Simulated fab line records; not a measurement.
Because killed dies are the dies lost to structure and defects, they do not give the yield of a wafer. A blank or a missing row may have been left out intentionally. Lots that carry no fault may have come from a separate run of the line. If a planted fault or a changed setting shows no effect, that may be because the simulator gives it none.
The tool behind it: which one? ; flow gf180mcu ; Sampling: 24 lots, 72 wafers, 4 of 602 route steps

WHAT THE GAUGES READ, wafer by wafer
GF_HV_LDD_TW_MEAS_11. Usual: HV_LDD_TW gives 2412 (standard deviation 18).
lot;measured;on;HV_LDD_TW;flag
L074;day 10 05:17;film-metro-01;2388 2382 2400;
L075;day 10 08:35;film-metro-02;2428 2430 2436;
L076;day 10 18:32;film-metro-03;2423 2419 2427;
L077;day 10 22:01;film-metro-03;2419 2427 2420;
L078;day 11 05:43;film-metro-02;2436 2446 2426;
L079;day 11 13:31;film-metro-02;2422 2432 2449;
L080;day 11 19:19;film-metro-01;2399 2400 2431;
L081;day 12 05:50;film-metro-01;2388 2384 2395;
L082;day 12 15:49;film-metro-01;2378 2394 2391;
L083;day 12 22:01;film-metro-02;2447 2441 2431;
L084;day 13 00:23;film-metro-02;2437 2433 2434;
L085;day 13 10:13;film-metro-03;2393 2399 2405;
L086;day 13 19:58;film-metro-03;2386 2403 2411;
L087;day 13 21:46;film-metro-03;2398 2400 2400;
L088;day 14 11:41;film-metro-03;2401 2402 2407;
L089;day 14 17:05;film-metro-03;2407 2398 2408;
L090;day 15 06:07;film-metro-02;2423 2405 2416;
L091;day 15 06:17;film-metro-02;2434 2422 2418;
L092;day 15 13:32;film-metro-03;2416 2413 2422;
L093;day 15 19:24;film-metro-02;2422 2418 2415;
L094;day 16 05:37;film-metro-02;2436 2429 2432;
L095;day 16 11:37;film-metro-01;2395 2393 2393;
L096;day 16 19:25;film-metro-01;2377 2396 2402;
L097;day 17 01:07;film-metro-03;2399 2411 2408;

GF_NSD_OVL_MEAS_08. Usual: NSD_OVL gives -1.0 nm (standard deviation 1.4).
lot;measured;on;NSD_OVL (nm);flag
L074;day 13 14:32;overlay-01;-1.0 -2.2 -1.0;
L075;day 13 17:35;overlay-02;-0.1 -2.6 -0.4;
L076;day 14 04:17;overlay-02;-2.0 -1.8 -1.1;
L077;day 14 09:02;overlay-02;-1.5 1.4 0.1;
L078;day 14 16:11;overlay-01;-2.1 -3.1 -2.0;
L079;day 15 01:23;overlay-02;-0.2 0.1 -1.7;
L080;day 15 08:30;overlay-02;-1.2 -2.1 -0.6;
L081;day 15 22:17;overlay-01;-2.3 1.3 -1.1;
L082;day 16 07:35;overlay-01;-0.5 -1.1 1.9;
L083;day 16 13:59;overlay-01;-0.1 -0.4 -1.9;
L084;day 16 18:38;overlay-01;-2.2 -0.2 -2.5;
L085;day 17 04:38;overlay-02;-1.5 -1.5 -3.6;
L086;day 17 14:50;overlay-02;-0.4 -3.3 -4.4;
L087;day 17 17:16;overlay-02;-0.9 -2.9 -2.1;
L088;day 18 08:37;overlay-01;-3.2 -3.5 -1.3;
L089;day 18 15:47;overlay-02;-0.7 -0.8 -1.3;
L090;day 19 04:41;overlay-01;-1.7 -0.3 1.0;
L091;day 19 06:11;overlay-02;0.5 -1.0 0.0;
L092;day 19 13:59;overlay-02;-1.1 -0.9 -3.5;
L093;day 19 20:14;overlay-01;-2.1 -0.7 -1.4;
L094;day 20 07:14;overlay-02;-0.1 0.9 0.5;
L095;day 20 13:17;overlay-01;0.5 -0.4 -1.0;
L096;day 20 22:36;overlay-01;0.8 0.1 1.4;
L097;day 21 04:04;overlay-01;1.6 2.0 -0.5;

EACH LOT AND THE TOOL THAT RAN IT (in order: tool; ch and the chambers of the sampled wafers; start)
lot;GF_VT_IMPLANT_STRIP_09;GF_VT_IMPLANT_STRIP_31
L074;plasma-asher-03 ch 0,1, day 5 16:17;plasma-asher-04 ch 0,1, day 6 21:56
L075;plasma-asher-03 ch 0,1, day 5 21:58;plasma-asher-03 ch 0,1, day 7 04:22
L076;plasma-asher-04 ch 0,1, day 6 04:44;plasma-asher-02 ch 0,1, day 7 11:50
L077;plasma-asher-02 ch 0, day 6 09:34;plasma-asher-02 ch 0,1, day 7 17:12
L078;plasma-asher-02 ch 0,1, day 6 16:27;plasma-asher-03 ch 0,1, day 7 23:46
L079;plasma-asher-02 ch 1, day 6 22:11;plasma-asher-04 ch 0,1, day 8 05:31
L080;plasma-asher-04 ch 0,1, day 7 04:30;plasma-asher-03 ch 0,1, day 8 12:11
L081;plasma-asher-02 ch 0,1, day 7 12:57;plasma-asher-03 ch 0,1, day 8 21:24
L082;plasma-asher-03 ch 0,1, day 7 20:10;plasma-asher-04 ch 0,1, day 9 04:50
L083;plasma-asher-04 ch 0,1, day 8 02:21;plasma-asher-04 ch 0, day 9 11:20
L084;plasma-asher-03 ch 0,1, day 8 04:55;plasma-asher-04 ch 0,1, day 9 14:46
L085;plasma-asher-04 ch 0,1, day 8 09:07;plasma-asher-03 ch 0,1, day 9 19:11
L086;plasma-asher-03 ch 0,1, day 8 18:40;plasma-asher-03 ch 0,1, day 10 05:41
L087;plasma-asher-04 ch 0,1, day 8 22:47;plasma-asher-02 ch 0,1, day 10 08:28
L088;plasma-asher-04 ch 0,1, day 9 04:02;plasma-asher-04 ch 0,1, day 10 15:01
L089;plasma-asher-02 ch 0,1, day 9 14:50;plasma-asher-02 ch 0,1, day 11 02:29
L090;plasma-asher-03 ch 1, day 9 20:44;plasma-asher-02 ch 0,1, day 11 09:47
L091;plasma-asher-04 ch 0,1, day 9 23:56;plasma-asher-02 ch 0,1, day 11 12:05
L092;plasma-asher-04 ch 0,1, day 10 05:53;plasma-asher-02 ch 0,1, day 11 18:48
L093;plasma-asher-04 ch 0,1, day 10 11:54;plasma-asher-04 ch 0,1, day 11 23:53
L094;plasma-asher-03 ch 0,1, day 10 19:29;plasma-asher-02 ch 0,1, day 12 08:28
L095;plasma-asher-04 ch 0,1, day 11 02:10;plasma-asher-04 ch 0,1, day 12 15:16
L096;plasma-asher-04 ch 0,1, day 11 07:59;plasma-asher-03 ch 0,1, day 12 22:37
L097;plasma-asher-03 ch 0,1, day 11 12:56;plasma-asher-03 ch 0,1, day 13 04:04
- GF_VT_IMPLANT_STRIP_09: strips in O2/N2.
- GF_VT_IMPLANT_STRIP_31: strips in O2/N2.

WHAT THE TOOLS THEMSELVES READ (means of the sampled wafers that have a number; where no wafer has one, the mark that the record gives instead)
GF_VT_IMPLANT_STRIP_09. Usual: drypump-motor-current-A 5.4 A, standard deviation 0.39; heater-power-w 345 W, standard deviation 44; oes-product-au 0.716 a.u., standard deviation 0.0042; platen-temp-c 250.00 C, standard deviation 0.2; strip-time-to-endpoint-s 12.62 s, standard deviation 0.032.
lot;tool;drypump-motor-current-A (A);heater-power-w (W);oes-product-au (a.u.);platen-temp-c (C);strip-time-to-endpoint-s (s);flag
L074;plasma-asher-03;5.6;335;0.714;250.00;12.61;
L075;plasma-asher-03;5.6;333;0.717;250.05;12.58;
L076;plasma-asher-04;5.1;327;0.719;249.99;12.59;
L077;plasma-asher-02;6.2;354;0.720;249.96;12.62;
L078;plasma-asher-02;5.9;364;0.715;249.76;12.61;
L079;plasma-asher-02;5.3;356;0.715;250.02;12.64;
L080;plasma-asher-04;5.3;330;0.716;250.11;12.61;
L081;plasma-asher-02;5.6;361;0.716;249.89;12.63;
L082;plasma-asher-03;5.6;333;0.714;250.10;12.66;
L083;plasma-asher-04;5.1;332;0.717;250.00;12.59;
L084;plasma-asher-03;5.6;337;0.719;249.89;12.61;
L085;plasma-asher-04;5.1;328;0.721;249.94;12.66;
L086;plasma-asher-03;5.6;332;0.711;250.18;12.65;
L087;plasma-asher-04;5.3;336;0.714;249.92;12.63;
L088;plasma-asher-04;5.1;324;0.715;249.88;12.63;
L089;plasma-asher-02;5.6;359;0.713;250.04;12.63;
L090;plasma-asher-03;5.6;282;0.718;249.69;12.58;
L091;plasma-asher-04;5.1;331;0.713;249.76;12.63;
L092;plasma-asher-04;5.3;331;0.715;250.09;12.63;
L093;plasma-asher-04;5.3;334;0.715;250.19;12.58;
L094;plasma-asher-03;5.6;330;0.716;250.12;12.63;
L095;plasma-asher-04;5.1;324;0.715;250.09;12.59;
L096;plasma-asher-04;5.4;334;0.716;250.07;12.63;
L097;plasma-asher-03;5.5;385;0.716;249.95;12.59;

GF_VT_IMPLANT_STRIP_31. Usual: drypump-motor-current-A 5.5 A, standard deviation 0.4; heater-power-w 349 W, standard deviation 44; oes-product-au 0.715 a.u., standard deviation 0.0049; platen-temp-c 249.99 C, standard deviation 0.17; strip-time-to-endpoint-s 12.62 s, standard deviation 0.037.
lot;tool;drypump-motor-current-A (A);heater-power-w (W);oes-product-au (a.u.);platen-temp-c (C);strip-time-to-endpoint-s (s);flag
L074;plasma-asher-04;5.3;332;0.714;250.08;12.61;
L075;plasma-asher-03;5.5;379;0.715;249.97;12.68;
L076;plasma-asher-02;5.6;361;0.711;249.90;12.65;
L077;plasma-asher-02;5.9;357;0.716;250.03;12.65;
L078;plasma-asher-03;5.5;374;0.715;249.78;12.64;
L079;plasma-asher-04;5.3;332;0.715;249.92;12.64;
L080;plasma-asher-03;5.5;382;0.715;249.87;12.64;
L081;plasma-asher-03;5.6;332;0.719;249.82;12.67;
L082;plasma-asher-04;5.4;336;0.715;249.90;12.60;
L083;plasma-asher-04;5.6;342;0.715;249.95;12.59;
L084;plasma-asher-04;5.1;329;0.713;249.91;12.65;
L085;plasma-asher-03;5.5;379;0.718;249.94;12.58;
L086;plasma-asher-03;5.5;378;0.715;250.05;12.66;
L087;plasma-asher-02;5.6;352;0.720;250.06;12.66;
L088;plasma-asher-04;5.3;338;0.708;249.95;12.61;
L089;plasma-asher-02;5.9;360;0.714;250.02;12.57;
L090;plasma-asher-02;5.6;365;0.716;250.15;12.57;
L091;plasma-asher-02;5.6;359;0.714;250.13;12.63;
L092;plasma-asher-02;5.9;357;0.715;250.12;12.61;
L093;plasma-asher-04;5.4;330;0.711;249.85;12.68;
L094;plasma-asher-02;5.9;365;0.712;250.01;12.65;
L095;plasma-asher-04;5.3;333;0.718;249.93;12.64;
L096;plasma-asher-03;5.6;332;0.711;250.16;12.58;
L097;plasma-asher-03;5.5;377;0.717;249.96;12.55;

THE ANSWER, worked out from the rows above alone
Rule: a lot is off if the mean of its wafers that have a number lies more than 3 standard deviations from the usual mean. Also off: a lot with no number at a reading for which 4 or more lots have one. The other lots that the step has rows for count as sound. First the gauges in route order, then the tools' own readings, where a lot's mean is used as printed above. At the first step where some lot is off, the reading lying furthest off is the one used; lots without a number count as furthest.
None of the lots is off at any reading shown; this tells nothing.

WHAT HAD BEEN PUT IN BY THE SIMULATOR
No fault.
